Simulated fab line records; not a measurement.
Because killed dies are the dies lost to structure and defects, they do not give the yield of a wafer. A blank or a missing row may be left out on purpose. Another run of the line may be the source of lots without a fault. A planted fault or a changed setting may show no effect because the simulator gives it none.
Check for tools in common :: flow sky130 :: 39 wafers sampled across 13 lots

== THE REASON FOR OPENING IT ==
SKY_GATE_OXIDE_TW_MEAS_14, reading GATE_OXIDE_TW: flagged on 3 of 13 lots. Wafers without a fault read 224.4, standard deviation 1.2.
Rule: a lot is flagged in two cases, either no wafer of it has a number, or all its wafers with numbers fall more than 4 standard deviations from that mean. As for the other lots, they are considered sound.

lot: L792
measured: day 13 21:19
on: film_metro-02
GATE_OXIDE_TW, wafer by wafer: 223.5 223.7 223.9
flag: 

lot: L794
measured: day 14 16:19
on: film_metro-01
GATE_OXIDE_TW, wafer by wafer: 224.0 225.6 225.0
flag: 

lot: L795
measured: day 14 16:32
on: film_metro-03
GATE_OXIDE_TW, wafer by wafer: 224.4 224.5 224.7
flag: 

lot: L796
measured: day 15 11:31
on: film_metro-02
GATE_OXIDE_TW, wafer by wafer: 221.7 223.7 220.7
flag: 

lot: L797
measured: day 15 14:04
on: film_metro-03
GATE_OXIDE_TW, wafer by wafer: 224.6 225.6 224.9
flag: 

lot: L798
measured: day 15 23:04
on: film_metro-03
GATE_OXIDE_TW, wafer by wafer: 225.3 225.7 224.1
flag: 

lot: L799
measured: day 16 02:09
on: film_metro-03
GATE_OXIDE_TW, wafer by wafer: 224.3 226.2 225.5
flag: 

lot: L802
measured: day 17 01:06
on: film_metro-01
GATE_OXIDE_TW, wafer by wafer: 223.7 225.1 224.3
flag: 

lot: L806
measured: day 18 12:28
on: film_metro-02
GATE_OXIDE_TW, wafer by wafer: 223.3 222.8 224.2
flag: 

lot: L807
measured: day 18 22:51
on: film_metro-01
GATE_OXIDE_TW, wafer by wafer: 232.6 233.2 233.1
flag: FLAGGED

lot: L808
measured: day 19 07:34
on: film_metro-02
GATE_OXIDE_TW, wafer by wafer: 230.7 229.5 230.0
flag: FLAGGED

lot: L809
measured: day 19 17:58
on: film_metro-02
GATE_OXIDE_TW, wafer by wafer: 231.8 231.0 232.1
flag: FLAGGED

lot: L815
measured: day 21 20:56
on: film_metro-02
GATE_OXIDE_TW, wafer by wafer: 222.7 223.1 222.6
flag: 
Average over the flagged lots: 231.6; offset from the usual +7.2, equal to +6 standard deviations.

== WHICH TOOL RAN EACH LOT ==
Before the reading, the record contains 2 process steps out of a 708-step route. Each cell gives the tool, then ch followed by the chambers the sampled wafers passed through, then the start.
lot: L792
flag: 
SKY_VT_ADJUST_PCH_STRIP_09: plasma_asher-04 ch 0,1, day 10 12:05
SKY_GATE_OXIDE_IMPLANT_11: implanter-01 ch 0, day 13 21:00

lot: L794
flag: 
SKY_VT_ADJUST_PCH_STRIP_09: plasma_asher-03 ch 0,1, day 11 01:00
SKY_GATE_OXIDE_IMPLANT_11: implanter-04 ch 0, day 14 15:57

lot: L795
flag: 
SKY_VT_ADJUST_PCH_STRIP_09: plasma_asher-03 ch 0,1, day 11 03:42
SKY_GATE_OXIDE_IMPLANT_11: implanter-03 ch 0, day 14 16:11

lot: L796
flag: 
SKY_VT_ADJUST_PCH_STRIP_09: plasma_asher-01 ch 0,1, day 11 18:24
SKY_GATE_OXIDE_IMPLANT_11: implanter-03 ch 0, day 15 11:04

lot: L797
flag: 
SKY_VT_ADJUST_PCH_STRIP_09: plasma_asher-03 ch 0,1, day 12 01:33
SKY_GATE_OXIDE_IMPLANT_11: implanter-03 ch 0, day 15 13:41

lot: L798
flag: 
SKY_VT_ADJUST_PCH_STRIP_09: plasma_asher-03 ch 0,1, day 12 10:12
SKY_GATE_OXIDE_IMPLANT_11: implanter-04 ch 0, day 15 22:43

lot: L799
flag: 
SKY_VT_ADJUST_PCH_STRIP_09: plasma_asher-03 ch 0,1, day 12 14:36
SKY_GATE_OXIDE_IMPLANT_11: implanter-04 ch 0, day 16 01:41

lot: L802
flag: 
SKY_VT_ADJUST_PCH_STRIP_09: plasma_asher-03 ch 0,1, day 13 10:15
SKY_GATE_OXIDE_IMPLANT_11: implanter-01 ch 0, day 17 00:45

lot: L806
flag: 
SKY_VT_ADJUST_PCH_STRIP_09: plasma_asher-04 ch 0, day 14 15:36
SKY_GATE_OXIDE_IMPLANT_11: implanter-01 ch 0, day 18 12:07

lot: L807
flag: FLAGGED
SKY_VT_ADJUST_PCH_STRIP_09: plasma_asher-04 ch 0,1, day 15 00:03
SKY_GATE_OXIDE_IMPLANT_11: implanter-01 ch 0, day 18 22:29

lot: L808
flag: FLAGGED
SKY_VT_ADJUST_PCH_STRIP_09: plasma_asher-03 ch 0,1, day 15 07:27
SKY_GATE_OXIDE_IMPLANT_11: implanter-01 ch 0, day 19 07:14

lot: L809
flag: FLAGGED
SKY_VT_ADJUST_PCH_STRIP_09: plasma_asher-04 ch 0,1, day 15 14:04
SKY_GATE_OXIDE_IMPLANT_11: implanter-01 ch 0, day 19 17:38

lot: L815
flag: 
SKY_VT_ADJUST_PCH_STRIP_09: plasma_asher-01 ch 0,1, day 17 14:06
SKY_GATE_OXIDE_IMPLANT_11: implanter-04 ch 0, day 21 20:35
What is done by these steps:
- SKY_VT_ADJUST_PCH_STRIP_09: strips in O2/N2.
- SKY_GATE_OXIDE_IMPLANT_11
- SKY_GATE_OXIDE_TW_MEAS_14

== FLAGGED OVER TOTAL, TOOL BY TOOL (the gauges that took the reading come last) ==
step: SKY_VT_ADJUST_PCH_STRIP_09
tool: plasma_asher-01
lots run: 2
flagged: 0
share of the flagged lots: none
sound lots run after its first flagged lot: -

step: SKY_VT_ADJUST_PCH_STRIP_09
tool: plasma_asher-03
lots run: 7
flagged: 1
share of the flagged lots: some
sound lots run after its first flagged lot: 0

step: SKY_VT_ADJUST_PCH_STRIP_09
tool: plasma_asher-04
lots run: 4
flagged: 2
share of the flagged lots: some
sound lots run after its first flagged lot: 0

step: SKY_GATE_OXIDE_IMPLANT_11
tool: implanter-01
lots run: 6
flagged: 3
share of the flagged lots: all
sound lots run after its first flagged lot: 0

step: SKY_GATE_OXIDE_IMPLANT_11
tool: implanter-03
lots run: 3
flagged: 0
share of the flagged lots: none
sound lots run after its first flagged lot: -

step: SKY_GATE_OXIDE_IMPLANT_11
tool: implanter-04
lots run: 4
flagged: 0
share of the flagged lots: none
sound lots run after its first flagged lot: -

step: SKY_GATE_OXIDE_TW_MEAS_14
tool: film_metro-01
lots run: 3
flagged: 1
share of the flagged lots: some
sound lots run after its first flagged lot: 0

step: SKY_GATE_OXIDE_TW_MEAS_14
tool: film_metro-02
lots run: 6
flagged: 2
share of the flagged lots: some
sound lots run after its first flagged lot: 1 (L815)

step: SKY_GATE_OXIDE_TW_MEAS_14
tool: film_metro-03
lots run: 4
flagged: 0
share of the flagged lots: none
sound lots run after its first flagged lot: -

== THE TABLE: WHAT IT ALLOWS ==
1 row of the table ran every flagged lot: implanter-01 at SKY_GATE_OXIDE_IMPLANT_11.
- implanter-01 at SKY_GATE_OXIDE_IMPLANT_11: 3 of its 6 lots flagged. Its last sound lot is L806 (day 18 12:07), its first flagged lot L807 (day 18 22:29): a fault that began between those two fits. Its own readings (beam_energy_keV) fall more than 4 standard deviations out on all wafers of the flagged lots.
Left over: one tool, implanter-01 at SKY_GATE_OXIDE_IMPLANT_11.

== WHAT WAS PUT IN BY THE SIMULATOR ==
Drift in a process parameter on implanter-01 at SKY_GATE_OXIDE_IMPLANT_11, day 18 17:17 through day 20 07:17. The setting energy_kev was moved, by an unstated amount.
Struck lots among those shown: L807, L808, L809. This agrees with what the rule above found.
